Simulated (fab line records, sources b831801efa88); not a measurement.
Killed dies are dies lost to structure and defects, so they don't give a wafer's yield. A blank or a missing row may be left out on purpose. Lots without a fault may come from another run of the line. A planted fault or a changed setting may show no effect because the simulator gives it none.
One fault seen from 2 desks | flow gf180mcu | each desk has only its own numbers; what lay behind them comes last

THE METROLOGY DESK
What the gauges read, lot by lot, whatever tool the lot ran on: means of the sampled wafers that have a number. A lot is out of limits, marked OUT, if its mean lies more than 4 standard deviations from the usual mean; the brackets give that distance.
Columns: A = cd_nm at GF_HV_LDD_CD_MEAS_19, usual 399.4 nm; B = cd_nm at GF_HV_LDD_CD_MEAS_31, usual 399.6 nm; C = HV_LDD_CVD_56_THK at GF_HV_LDD_THK_MEAS_57, usual 90.0 nm
lot  | first seen here | A     | B     | C
L121 | day 10 18:59    | 401.0 | 402.4 | 90.1
L123 | day 11 08:02    | 398.6 | 398.7 | 90.0
L125 | day 12 03:37    | 397.0 | 399.7 | 90.6
L126 | day 12 20:41    | 401.9 | 399.7 | 88.8
L129 | day 13 07:47    | 400.5 | 399.2 | 90.3
L130 | day 13 16:58    | 398.9 | 403.3 | 91.7
L136 | day 15 13:43    | 397.7 | 401.5 | 90.8
L137 | day 15 20:46    | 397.8 | 400.3 | 89.8
L138 | day 15 22:44    | 402.1 | 398.9 | 90.1
L139 | day 16 08:04    | 398.7 | 400.4 | 90.6
L140 | day 16 19:20    | 400.0 | 398.0 | 88.2
L142 | day 17 08:22    | 399.4 | 397.3 | 89.0
L143 | day 17 14:58    | 398.6 | 400.9 | 88.2
L144 | day 18 03:40    | 400.0 | 405.9 | 88.9
This desk's finding: nothing out of limits on any of the 14 lots.

THE TOOL OWNER'S DESK: wet_bench-04
The tool's own readings at GF_STI_WET_ETCH_20 (etches SiO2 in dHF, target depth 20 nm, time 400 s): means of the sampled wafers that have a number, for each lot that ran on this tool. A lot is out of limits, marked OUT, if its mean lies more than 4 standard deviations from the usual mean; the brackets give that distance.
Columns: A = run_length_s at GF_STI_WET_ETCH_20, usual 429 s
lot  | first seen here | A
L129 | day 3 19:21     | 538 (+29) OUT
L130 | day 3 23:50     | 539 (+29) OUT
This desk's finding: out of limits on L129, L130; first on L129, day 3 19:21 (run_length_s at GF_STI_WET_ETCH_20). In limits: none.

PUT TOGETHER
The tool owner's desk could have raised an alarm at day 3 19:21, on L129, L130.
The metrology desk saw nothing out of limits.
The metrology desk has L129, L130 on record, within its limits.
Of the lots named, all ran GF_STI_WET_ETCH_20 on wet_bench-04.

WHAT THE SIMULATOR HAD PUT IN
Process parameter drift: wet_bench-04, from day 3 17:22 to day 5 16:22, at GF_STI_WET_ETCH_20. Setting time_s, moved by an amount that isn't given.
Lots struck among those shown: L129, L130.
Hours from the fault's start to each desk's first reading out of limits: the tool owner's desk, 2.
